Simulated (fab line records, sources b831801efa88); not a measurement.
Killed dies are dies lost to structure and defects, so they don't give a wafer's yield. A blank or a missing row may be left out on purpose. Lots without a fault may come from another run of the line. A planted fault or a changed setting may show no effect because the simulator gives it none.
Chamber matching | flow gf180mcu | GF_MIM_CVD_05 on pecvd-04: 3 sister chambers
The step deposits Si3N4, target thk 42 nm, time 29.086 s. 6 wafers are shown with their chamber, then 9 later ones without.

WAFERS WITH THEIR CHAMBER
wafer  | chamber | heater_power_w (W) | temp_max_c (C)
L081.2 | 0       | 613                | 399.97
L083.6 | 0       | 683                | 400.09
L087.4 | 1       | 586                | 399.96
L088.1 | 2       | 517                | 399.66
L088.4 | 2       | 520                | 400.07
L088.6 | 1       | 623                | 399.95

WAFERS WITHOUT THEIR CHAMBER
wafer  | heater_power_w (W) | temp_max_c (C)
L089.2 | 636                | 400.49
L089.3 | 558                | 400.20
L089.4 | 668                | 400.33
L090.1 | 583                | 400.06
L090.4 | 648                | 399.93
L090.6 | 534                | 399.81
L096.1 | 747                | 399.71
L096.4 | 642                | 399.91
L096.6 | 738                | 400.00

WHICH CHAMBER EACH WENT THROUGH
wafer  | from the rows above          | in truth
L089.2 | can't be placed: 0 or 1      | 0
L089.3 | can't be placed: 1 or 2 or 0 | 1
L089.4 | can't be placed: 0 or 1      | 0
L090.1 | can't be placed: 1 or 0 or 2 | 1
L090.4 | can't be placed: 0 or 1      | 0
L090.6 | can't be placed: 2 or 1      | 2
L096.1 | can't be placed: 0 or 1      | 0
L096.4 | can't be placed: 0 or 1      | 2
L096.6 | can't be placed: 0 or 1      | 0
Placed correctly: 0 of 9. Can't be placed from these rows: 9 (the true chamber is among the candidates in 8). Placed wrongly: 0.
How it was worked out, from the rows above alone: a wafer's distance from a chamber is the root of the sum, over the readings, of the square of ((its reading less the chamber's mean) divided by the reading's scatter). The wafer belongs to the nearest chamber; if the next one is less than 2 further off, it can't be placed. A chamber's mean is the mean of its shown wafers. The scatter: the root of (the sum of the squares of (reading less its chamber's mean) over the shown wafers, divided by (wafers less chambers)).
